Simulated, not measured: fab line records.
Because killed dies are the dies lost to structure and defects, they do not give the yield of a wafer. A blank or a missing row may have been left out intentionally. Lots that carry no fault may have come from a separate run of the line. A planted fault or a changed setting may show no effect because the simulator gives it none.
fab line records	flow sky130
[record] lots = 6	wafers = 18	last_day = 49
route steps=708 shown METAL2@483 PAD_OPEN@708
lots with no fault: from the same line, run without faults
start_h: the number of hours between the record's first day and the start of the first shown wafer of the lot	wait_h: time in hours since the lot's previous step	" as in the row above	L1.1+2: several wafers, shown together as one row	- value missing, or start not given	* or withheld: withheld	< > ~ a bound
route shown NAME@n: names a module that has steps shown in the file, with the first one's number in the route	usual: mean/standard deviation of fault-free wafers	same: alike in all rows	chamber/n: place in a boat	sites: readings site by site	_std_site: standard deviation across them	_edge_site: inner sites' mean taken away from outer sites' mean	radius_mm: for every site, how far away it sits from the centre of the wafer	mask NAME#n: copy n	behind: the most recent tool/chamber to have shaped the wafer	hold: cause of the lot's hold/its duration in hours/its outcome	device: the transistor (n, p or np) that didn't switch	end of line: tests of these same wafers at the route's end	a step with no rows: only its recipe	killed: count of dies lost to structure and defects at first sort (not the wafer's yield)	map: the dies of a wafer, with x for killed, . for not killed, _ for no die there
set.NAME: setting as actually run; set.NAME@STEP: the setting as run at that earlier step	model.NAME: the simulator's own value behind a step, which no gauge read
a table for each step, a row for each wafer; lots at some steps of the route
services: from which hour (start_h, from the record's first day; less than 0 if before it) a tool's chamber was out of use, for how many hours, and why
[[steps]]
[step SKY_METAL2_SPUTTER_00]
[recipe] material = Ti	target_thk_nm = 15	power_w = 3000	time_s = 10	chamber_pressure_pa = 0.4
[usual] throttle_valve_pct = 30.2/0.91
[same] time_s = 10
lot.wafer	tool	chamber	start_h	wait_h	throttle_valve_pct
L995.2	pvd_sputter-02	-	806.47	0.1	30.3
L995.3	"	-	"	"	29.3
L995.6	"	-	"	"	31.6
L997.2	pvd_sputter-03	-	817.29	0.1	30.3
L997.4	"	-	"	"	31.6
L997.6	"	-	"	"	30.2
L999.1	pvd_sputter-02	-	840.01	0.2	31.0
L999.3	"	-	"	"	29.0
L999.6	"	-	"	"	31.5
L105.1	pvd_sputter-03	-	879.10	0.1	30.5
L105.5	"	-	"	"	31.1
L105.6	"	-	"	"	28.4
L111.2	pvd_sputter-03	-	922.90	0.2	31.4
L111.3	"	-	"	"	28.8
L111.5	"	-	"	"	30.1
L113.1	pvd_sputter-03	-	932.90	0.2	28.9
L113.3	"	-	"	"	30.0
L113.6	"	-	"	"	30.3
[step SKY_METAL2_SPUTTER_01]
[recipe] material = TiN	target_thk_nm = 20	power_w = 6500	time_s = 16.7	chamber_pressure_pa = 0.4
[step SKY_METAL2_SPUTTER_02]
[recipe] material = AlCu	target_thk_nm = 250	power_w = 10600	time_s = 13.3	chamber_pressure_pa = 0.4
[usual] throttle_valve_pct = 30.2/0.91
[same] time_s = 13.3
lot.wafer	tool	chamber	start_h	wait_h	throttle_valve_pct
L995.2	pvd_sputter-02	-	806.51	0.0	30.2
L995.3	"	-	"	"	29.0
L995.6	"	-	"	"	31.3
L997.2	pvd_sputter-03	-	817.34	0.0	30.5
L997.4	"	-	"	"	31.4
L997.6	"	-	"	"	30.4
L999.1	pvd_sputter-02	-	840.05	0.0	30.7
L999.3	"	-	"	"	29.0
L999.6	"	-	"	"	31.4
L105.1	pvd_sputter-03	-	879.15	0.0	30.3
L105.5	"	-	"	"	31.0
L105.6	"	-	"	"	28.8
L111.2	pvd_sputter-03	-	922.95	0.0	31.3
L111.3	"	-	"	"	28.6
L111.5	"	-	"	"	30.3
L113.1	pvd_sputter-03	-	932.94	0.0	28.8
L113.3	"	-	"	"	30.0
L113.6	"	-	"	"	30.0
[step SKY_METAL2_SPUTTER_03]
[recipe] material = Ti	target_thk_nm = 5	power_w = 3000	time_s = 3.3	chamber_pressure_pa = 0.4
[usual] throttle_valve_pct = 30.1/0.89
[same] time_s = 3.3
lot.wafer	tool	chamber	start_h	wait_h	throttle_valve_pct
L995.2	pvd_sputter-02	-	806.54	0.0	30.0
L995.3	"	-	"	"	29.2
L995.6	"	-	"	"	31.6
L997.2	pvd_sputter-03	-	817.37	0.0	30.1
L997.4	"	-	"	"	31.5
L997.6	"	-	"	"	30.3
L999.1	pvd_sputter-02	-	840.08	0.0	31.0
L999.3	"	-	"	"	28.9
L999.6	"	-	"	"	31.3
L105.1	pvd_sputter-03	-	879.17	0.0	30.0
L105.5	"	-	"	"	31.3
L105.6	"	-	"	"	28.5
L111.2	pvd_sputter-03	-	922.97	0.0	31.5
L111.3	"	-	"	"	28.8
L111.5	"	-	"	"	30.5
L113.1	pvd_sputter-03	-	932.97	0.0	28.8
L113.3	"	-	"	"	30.6
L113.6	"	-	"	"	30.2
[step SKY_METAL2_SPUTTER_04]
[recipe] material = TiN	target_thk_nm = 70	power_w = 6500	time_s = 58.3	chamber_pressure_pa = 0.4
[usual] throttle_valve_pct = 30.1/0.9
[same] time_s = 58.3
lot.wafer	tool	chamber	start_h	wait_h	throttle_valve_pct
L995.2	pvd_sputter-02	-	806.56	0.0	30.2
L995.3	"	-	"	"	29.0
L995.6	"	-	"	"	31.5
L997.2	pvd_sputter-03	-	817.38	0.0	30.1
L997.4	"	-	"	"	31.6
L997.6	"	-	"	"	30.2
L999.1	pvd_sputter-02	-	840.10	0.0	30.8
L999.3	"	-	"	"	29.1
L999.6	"	-	"	"	31.5
L105.1	pvd_sputter-03	-	879.19	0.0	30.2
L105.5	"	-	"	"	31.2
L105.6	"	-	"	"	28.9
L111.2	pvd_sputter-03	-	922.99	0.0	31.4
L111.3	"	-	"	"	28.8
L111.5	"	-	"	"	30.4
L113.1	pvd_sputter-03	-	932.99	0.0	28.8
L113.3	"	-	"	"	30.3
L113.6	"	-	"	"	30.0
[step SKY_METAL2_RS_MEAS_05]
[recipe] thk_meas_gauge = four-point-probe	reads = TiN_of_METAL2_SPUTTER_04+Ti_of_METAL2_SPUTTER_03+AlCu_of_METAL2_SPUTTER_02+TiN_of_METAL2_SPUTTER_01+Ti_of_METAL2_SPUTTER_00
[usual] METAL2_ALCU_RS = 0.1270/0.0013
lot.wafer	tool	chamber	start_h	wait_h	METAL2_ALCU_RS[ohm/sq]
L995.2	film_metro-04	-	806.63	0.0	0.1262
L995.3	"	-	"	"	0.1262
L995.6	"	-	"	"	0.1264
L997.2	film_metro-02	-	817.45	0.0	0.1258
L997.4	"	-	"	"	0.1262
L997.6	"	-	"	"	0.1256
L999.1	film_metro-04	-	840.15	0.0	0.1266
L999.3	"	-	"	"	0.1260
L999.6	"	-	"	"	0.1263
L105.1	film_metro-04	-	879.24	0.0	0.1283
L105.5	"	-	"	"	0.1288
L105.6	"	-	"	"	0.1295
L111.2	film_metro-02	-	923.06	0.0	0.1256
L111.3	"	-	"	"	0.1251
L111.5	"	-	"	"	0.1251
L113.1	film_metro-02	-	933.04	0.0	0.1278
L113.3	"	-	"	"	0.1266
L113.6	"	-	"	"	0.1260
[step SKY_METAL2_THK_MEAS_06]
[recipe] thk_meas_gauge = xrf	reads = AlCu_of_METAL2_SPUTTER_02
[usual] METAL2_ALCU_THK = 248/3.1
lot.wafer	tool	chamber	start_h	wait_h	METAL2_ALCU_THK[nm]
L995.2	film_metro-04	-	806.74	0.1	248
L995.3	"	-	"	"	249
L995.6	"	-	"	"	249
L997.2	film_metro-02	-	817.56	0.1	253
L997.4	"	-	"	"	252
L997.6	"	-	"	"	251
L999.1	film_metro-04	-	840.27	0.1	249
L999.3	"	-	"	"	252
L999.6	"	-	"	"	251
L105.1	film_metro-04	-	879.36	0.1	245
L105.5	"	-	"	"	244
L105.6	"	-	"	"	244
L111.2	film_metro-02	-	923.17	0.1	252
L111.3	"	-	"	"	250
L111.5	"	-	"	"	253
L113.1	film_metro-02	-	933.16	0.1	246
L113.3	"	-	"	"	249
L113.6	"	-	"	"	250
[step SKY_METAL2_DEHYDRATE_07]
[recipe] temp_c = 200	time_s = 60
[step SKY_METAL2_HMDS_08]
[recipe] prime_time_s = 60	prime_temp_c = 120
[step SKY_METAL2_COAT_09]
[recipe] resist = BARC	temp_c = withheld	time_s = withheld	spin_rpm = 3000	resist_thk_nm = 60
[step SKY_METAL2_COAT_10]
[recipe] resist = KrF-thick	spin_rpm = 3000	resist_thk_nm = 450
[step SKY_METAL2_SOFTBAKE_11]
[recipe] temp_c = 100	time_s = 90	resist = KrF-thick
[step SKY_METAL2_EXPOSE_12]
[recipe] mask_id = MM2	na = 0.8	source_shape = annular	sigma_inner = 0.55	sigma_outer = 0.85	target_cd_nm = 140	dose_mj = 28
lot.wafer	tool	chamber	start_h	wait_h	mask
L995.2+3+6	krf_scanner-02	0	820.64	-	MM2#0
L997.2+4+6	krf_scanner-01	0	831.12	-	MM2#0
L999.1+3+6	krf_scanner-01	0	853.11	-	MM2#0
L105.1+5+6	krf_scanner-02	0	892.10	-	MM2#0
L111.2+3+5	krf_scanner-01	0	935.88	-	MM2#0
L113.1+3+6	krf_scanner-01	0	945.70	-	MM2#0
[step SKY_METAL2_PEB_13]
[recipe] peb_temp_c = withheld	peb_time_s = withheld	resist = KrF-thick
[step SKY_METAL2_DEVELOP_14]
[recipe] develop_time_s = 60	resist = KrF-thick	dev_temp_c = 21
[step SKY_METAL2_CD_MEAS_15]
[recipe] target_cd_nm = 140
[usual] cd_nm = 139.6/1.5
lot.wafer	tool	chamber	start_h	wait_h	cd_nm
L995.2	cd_sem-02	-	833.70	-	138.3
L995.3	"	-	"	"	138.5
L995.6	"	-	"	"	138.2
L997.2	cd_sem-01	-	843.79	-	139.9
L997.4	"	-	"	"	139.9
L997.6	"	-	"	"	139.5
L999.1	cd_sem-01	-	865.60	-	138.8
L999.3	"	-	"	"	138.5
L999.6	"	-	"	"	138.8
L105.1	cd_sem-01	-	904.35	-	138.5
L105.5	"	-	"	"	136.8
L105.6	"	-	"	"	138.1
L111.2	cd_sem-01	-	948.15	-	138.9
L111.3	"	-	"	"	138.4
L111.5	"	-	"	"	59.7
L113.1	cd_sem-02	-	957.10	-	139.6
L113.3	"	-	"	"	139.9
L113.6	"	-	"	"	59.3
[step SKY_METAL2_OVL_MEAS_16]
[usual] METAL2_OVL = 3/5.5
lot.wafer	tool	chamber	start_h	wait_h	METAL2_OVL[nm]
L995.2	overlay-01	-	833.81	0.1	-7
L995.3	"	-	"	"	-10
L995.6	"	-	"	"	-1
L997.2	overlay-01	-	843.90	0.1	10
L997.4	"	-	"	"	0
L997.6	"	-	"	"	-1
L999.1	overlay-01	-	865.72	0.1	1
L999.3	"	-	"	"	4
L999.6	"	-	"	"	3
L105.1	overlay-02	-	904.47	0.1	4
L105.5	"	-	"	"	-8
L105.6	"	-	"	"	0
L111.2	overlay-02	-	948.26	0.1	6
L111.3	"	-	"	"	9
L111.5	"	-	"	"	15
L113.1	overlay-02	-	957.22	0.1	7
L113.3	"	-	"	"	0
L113.6	"	-	"	"	8
[step SKY_METAL2_DESCUM_17]
[recipe] chemistry = O2	source_power_w = 150	bias_power_w = 0	pressure_mtorr = 10	temp_c = 40	time_s = 8
[usual] drypump_motor_current_A = 5.8/0.5	oes_product_au = 0.999/0.0073
[same] bias_power_w = 0	time_s = 8
lot.wafer	tool	chamber	start_h	wait_h	drypump_motor_current_A	oes_product_au	rf_hours_counter_h	model.METAL2.cd_nm
L995.2	rie_metal-04	1	833.84	0.0	5.3	1.004	11	137.8
L995.3	"	0	"	"	6.1	0.993	-	138.1
L995.6	"	0	"	"	6.2	1.002	-	138.1
L997.2	rie_metal-01	0	843.93	0.0	5.7	1.013	4	139.9
L997.4	"	0	"	"	5.7	1.001	-	139.3
L997.6	"	0	"	"	5.7	1.008	-	139.2
L999.1	rie_metal-01	0	865.75	0.0	5.7	1.014	5	138.3
L999.3	"	0	"	"	5.7	1.009	-	137.8
L999.6	"	1	"	"	6.5	0.978	-	138.1
L105.1	rie_metal-04	0	904.50	0.0	6.1	0.994	10	138.2
L105.5	"	0	"	"	6.2	0.993	-	136.7
L105.6	"	1	"	"	5.3	0.999	-	137.3
L111.2	rie_metal-04	0	948.29	0.0	6.2	1.001	12	138.6
L111.3	"	0	"	"	6.2	1.006	-	138.2
L111.5	"	1	"	"	5.3	0.997	-	59.3
L113.1	rie_metal-02	0	957.25	0.0	5.0	0.998	9	140.4
L113.3	"	0	"	"	5.0	1.001	-	139.9
L113.6	"	1	"	"	5.4	1.005	-	58.86
[step SKY_METAL2_ETCH_18]
[recipe] chemistry = N2/H2	target = BARC	ion_energy_ev = 200	bias_w = 100	pressure_mtorr = 30	n2_flow_sccm = 100	h2_flow_sccm = 200	icp_w = 500	stop_on = SiO2	time_s = 45.9	target_depth_a = 600
[step SKY_METAL2_METAL_ETCH_19]
[recipe] target_depth_a = 3600	stop_on = SiO2	over_etch_frac = 0.3	time_s = 78	chemistry = Cl2/BCl3	resist_sidewall_deg = 88	pressure_mtorr = 10	icp_w = 900	bias_w = 48.5	Cl2_flow_sccm = 60	bcl3_flow_sccm = 30
[usual] drypump_motor_current_A = 5.8/0.49	oes_product_au = 0.854/0.005	throttle_valve_pct = 22.264/0.01
[same] time_s = 78
lot.wafer	tool	chamber	start_h	wait_h	drypump_motor_current_A	oes_product_au	rf_hours_counter_h	throttle_valve_pct	model.METAL2.cd_nm
L995.2	rie_metal-04	1	833.93	0.0	5.3	0.859	11	22.266	139.4
L995.3	"	0	"	"	6.2	0.865	-	22.274	139.3
L995.6	"	0	"	"	6.2	0.855	-	22.272	137.4
L997.2	rie_metal-01	0	844.02	0.0	5.7	0.854	4	22.267	138.9
L997.4	"	0	"	"	5.7	0.863	-	22.246	136.9
L997.6	"	0	"	"	5.7	0.849	-	22.277	138.4
L999.1	rie_metal-01	0	865.85	0.0	5.7	0.857	5	22.271	137.2
L999.3	"	0	"	"	5.7	0.853	-	22.256	136.9
L999.6	"	1	"	"	6.5	0.861	-	22.249	140.8
L105.1	rie_metal-04	0	904.60	0.0	6.1	0.850	10	22.255	138
L105.5	"	0	"	"	6.1	0.840	-	22.264	137.4
L105.6	"	1	"	"	5.3	0.844	-	22.280	139.7
L111.2	rie_metal-04	0	948.38	0.0	6.2	0.855	12	22.282	140.8
L111.3	"	0	"	"	6.1	0.858	-	22.267	140.4
L111.5	"	1	"	"	5.3	0.851	-	22.278	60.61
L113.1	rie_metal-02	0	957.35	0.0	5.1	0.854	9	22.253	139
L113.3	"	0	"	"	5.1	0.859	-	22.263	138
L113.6	"	1	"	"	5.4	0.854	-	22.271	58.06
[step SKY_METAL2_STRIP_20]
[recipe] chemistry = O2/N2	power_w = 1400	pressure_mtorr = 1500	platen_temp_c = withheld	o2_flow_sccm = 3000	n2_flow_sccm = 300	overash_fraction = 0.5
[usual] drypump_motor_current_A = 5.8/0.58	oes_product_au = 0.343/0.0046	strip_time_to_endpoint_s = 2.71/0.036
lot.wafer	tool	chamber	start_h	wait_h	drypump_motor_current_A	oes_product_au	rf_hours_counter_h	strip_time_to_endpoint_s
L995.2	plasma_asher-01	0	834.02	0.1	6.6	0.348	41	2.68
L995.3	"	1	"	"	6.0	0.338	-	2.71
L995.6	"	1	"	"	6.0	0.347	-	2.71
L997.2	plasma_asher-01	1	844.11	0.1	6.0	0.337	42	2.67
L997.4	"	0	"	"	6.6	0.342	-	2.65
L997.6	"	0	"	"	6.6	0.340	-	2.65
L999.1	plasma_asher-04	1	865.94	0.1	5.3	0.344	104	2.64
L999.3	"	0	"	"	5.0	0.333	-	2.62
L999.6	"	0	"	"	5.0	0.347	-	2.74
L105.1	plasma_asher-04	0	904.69	0.1	5.0	0.346	108	2.76
L105.5	"	0	"	"	5.0	0.345	-	2.76
L105.6	"	1	"	"	5.3	0.333	-	2.69
L111.2	plasma_asher-01	1	948.47	0.1	6.0	0.348	52	2.72
L111.3	"	0	"	"	6.6	0.344	-	2.75
L111.5	"	1	"	"	6.0	0.344	-	2.72
L113.1	plasma_asher-01	1	957.44	0.1	6.0	0.345	53	2.70
L113.3	"	1	"	"	6.0	0.347	-	2.67
L113.6	"	0	"	"	6.6	0.353	-	2.67
[step SKY_PAD_OPEN_PROBE_99]
[usual] defect_limited_yield = 82.8/2	killed_at_M0_to_M3 = 42/7.3	killed_at_M4_up = 3.2/1.8	killed_at_contacts = 25/5.2	killed_at_front_end = 15/4.6	killed_at_other = 0.3/0.62	killed_dies = 85/9.9	killed_on_rim = 17/3.9	killed_open = 46/7.1	killed_short = 38/5.7	sort_bin_3_pad_short = 0.9/0.42	sort_bin_5_function = 10.0/1.5	sort_bin_6_memory = 6.3/1.2	sort_n_pass = 407/9.9	sort_yield_pct = 82.8/2
[same] gross_dies = 492	killed_at_back_side = 0	sort_bin_4_leakage[%] = 0	sort_bin_8_speed[%] = 0
lot.wafer	tool	chamber	start_h	wait_h	defect_limited_yield[%]	killed_at_M0_to_M3	killed_at_M4_up	killed_at_contacts	killed_at_front_end	killed_at_other	killed_dies	killed_on_rim	killed_open	killed_short	sort_bin_3_pad_short[%]	sort_bin_5_function[%]	sort_bin_6_memory[%]	sort_n_pass	sort_yield_pct[%]
L111.2	prober-01	-	1173.83	0.1	83.7	44	7	19	10	0	80	15	43	37	1.0	7.9	7.3	412	83.7
L111.3	prober-01	-	1173.88	0.2	84.6	35	5	23	13	0	76	13	40	36	0.6	8.9	5.9	416	84.6
L111.5	prober-01	-	1173.98	0.2	0	450	1	25	16	0	492	96	43	33	0.8	95.5	3.7	0	0
L113.1	prober-01	-	1180.59	0.1	84.1	45	5	19	9	0	78	14	37	40	1.4	9.1	5.3	414	84.1
L113.6	prober-01	-	1180.84	0.2	0	448	4	21	19	0	492	96	38	35	1.0	92.3	6.7	0	0
// killed by level:class
L111.2 VIA1:geometric_particle:open=11 CONTACT:geometric_particle:open=8 VIA3:geometric_particle:open=6 METAL4:geometric_particle:short=6 LI_CONTACT:geometric_particle:open=5 METAL1:geometric_particle:short=5 METAL2:geometric_particle:short=5 VIA1:geometric_particle:short=4
L111.3 CONTACT:geometric_particle:open=11 METAL1:geometric_particle:short=6 VIA1:geometric_particle:open=6 LI_CONTACT:geometric_particle:open=5 VIA1:geometric_particle:short=5 VIA3:geometric_particle:open=5 FIELD_ISO:geometric_particle:short=4 METAL2:geometric_particle:short=4
L111.5 METAL2:area_expose=416 CONTACT:geometric_particle:open=11 VIA1:geometric_particle:open=10 CONTACT:geometric_particle:short=6 VIA3:geometric_particle:open=5 VIA3:geometric_particle:short=5 FIELD_ISO:geometric_particle:short=4 POLY_GATE:geometric_particle:open=4
L113.1 VIA1:geometric_particle:open=10 METAL1:geometric_particle:short=7 LI_CONTACT:geometric_particle:open=6 VIA1:geometric_particle:short=5 METAL2:geometric_particle:short=5 CONTACT:geometric_particle:open=4 POLY_GATE:geometric_particle:short=4 LI_CONTACT:geometric_particle:short=4
L113.6 METAL2:area_expose=419 CONTACT:geometric_particle:open=7 LI_CONTACT:geometric_particle:open=6 FIELD_ISO:geometric_particle:open=5 VIA2:geometric_particle:open=5 POLY_GATE:geometric_particle:short=4 METAL1:geometric_particle:short=4 VIA1:geometric_particle:open=4
// map L111.5 (x killed, . not)
__________xxxxxxxxxx_________
________xxxxxxxxxxxxxx_______
______xxxxxxxxxxxxxxxxxx_____
_____xxxxxxxxxxxxxxxxxxxx____
____xxxxxxxxxxxxxxxxxxxxxx___
___xxxxxxxxxxxxxxxxxxxxxxxx__
__xxxxxxxxxxxxxxxxxxxxxxxxxx_
_xxxxxxxxxxxxxxxxxxxxxxxxxxxx
_xxxxxxxxxxxxxxxxxxxxxxxxxxxx
_xxxxxxxxxxxxxxxxxxxxxxxxxxxx
_xxxxxxxxxxxxxxxxxxxxxxxxxxxx
_xxxxxxxxxxxxxxxxxxxxxxxxxxxx
_xxxxxxxxxxxxxxxxxxxxxxxxxxxx
_xxxxxxxxxxxxxxxxxxxxxxxxxxxx
_xxxxxxxxxxxxxxxxxxxxxxxxxxxx
__xxxxxxxxxxxxxxxxxxxxxxxxxx_
___xxxxxxxxxxxxxxxxxxxxxxxx__
____xxxxxxxxxxxxxxxxxxxxxx___
_____xxxxxxxxxxxxxxxxxxxx____
______xxxxxxxxxxxxxxxxxx_____
________xxxxxxxxxxxxxx_______
__________xxxxxxxxxx_________
// map L113.6 (x killed, . not)
__________xxxxxxxxxx_________
________xxxxxxxxxxxxxx_______
______xxxxxxxxxxxxxxxxxx_____
_____xxxxxxxxxxxxxxxxxxxx____
____xxxxxxxxxxxxxxxxxxxxxx___
___xxxxxxxxxxxxxxxxxxxxxxxx__
__xxxxxxxxxxxxxxxxxxxxxxxxxx_
_xxxxxxxxxxxxxxxxxxxxxxxxxxxx
_xxxxxxxxxxxxxxxxxxxxxxxxxxxx
_xxxxxxxxxxxxxxxxxxxxxxxxxxxx
_xxxxxxxxxxxxxxxxxxxxxxxxxxxx
_xxxxxxxxxxxxxxxxxxxxxxxxxxxx
_xxxxxxxxxxxxxxxxxxxxxxxxxxxx
_xxxxxxxxxxxxxxxxxxxxxxxxxxxx
_xxxxxxxxxxxxxxxxxxxxxxxxxxxx
__xxxxxxxxxxxxxxxxxxxxxxxxxx_
___xxxxxxxxxxxxxxxxxxxxxxxx__
____xxxxxxxxxxxxxxxxxxxxxx___
_____xxxxxxxxxxxxxxxxxxxx____
______xxxxxxxxxxxxxxxxxx_____
________xxxxxxxxxxxxxx_______
__________xxxxxxxxxx_________
[[services]]
tool	chamber	start_h	hours	kind
rie_metal-02	-	786.34	2.5	repair
rie_metal-02	-	791.23	1.2	repair
krf_scanner-01	-	804.42	19.0	repair
pvd_sputter-02	-	809.17	0.7	repair
krf_scanner-01	-	823.44	1.3	pm
krf_scanner-02	0	831.16	-	calibration
krf_scanner-02	-	838.53	1.3	pm
krf_scanner-02	-	864.86	1.0	pm
rie_metal-02	1	866.53	-	clean
rie_metal-02	1	866.53	15.4	scheduled_down
rie_metal-02	1	866.53	15.4	vent_cycle
rie_metal-01	1	877.61	-	clean
rie_metal-01	1	877.61	14.5	scheduled_down
rie_metal-01	1	877.61	14.5	vent_cycle
pvd_sputter-02	-	880.44	0.7	repair
plasma_asher-01	-	882.03	5.1	repair
krf_scanner-01	-	896.00	0.8	pm
krf_scanner-01	-	913.66	1.0	pm
krf_scanner-01	0	916.93	-	calibration
krf_scanner-01	-	928.39	2.1	repair
plasma_asher-04	-	939.21	2.8	pm
krf_scanner-02	-	943.64	0.8	pm
krf_scanner-01	-	956.99	4.4	pm
[[key]]
[first_sign] step = SKY_METAL2_CD_MEAS_15	reading = cd_nm	direction = down	sigmas = 54	usual = 139.6	struck = 59.5
[effect] step = SKY_PAD_OPEN_PROBE_99	reading = sort_bin_5_function	direction = up	sigmas = 56	usual = 10.0	struck = 93.9
[model_effect] step = SKY_METAL2_DESCUM_17	value = METAL2.cd_nm	without = 139.2	struck = 59.08
[model_effect] step = SKY_METAL2_METAL_ETCH_19	value = METAL2.cd_nm	without = 139.5	struck = 59.33
[more_kills_born_at] SKY_METAL2_EXPOSE_12@krf_scanner-01 = 835
met_at SKY_METAL2_EXPOSE_12
struck_wafers L111.5,L113.6
later_rows_left_out L111.5,L113.6
onset_between 853.11 935.88
[fault] kind = process_parameter_drift	tool = krf_scanner-01	chamber = -	onset_h = 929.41	steps = SKY_METAL2_EXPOSE_12	channel = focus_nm	offset = 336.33	shape = step	end_h = 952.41	scope = struck_wafers_only
// later_rows_left_out: the simulator's readings of these wafers behind a module that went badly wrong aren't trusted and aren't shown, but for the sort
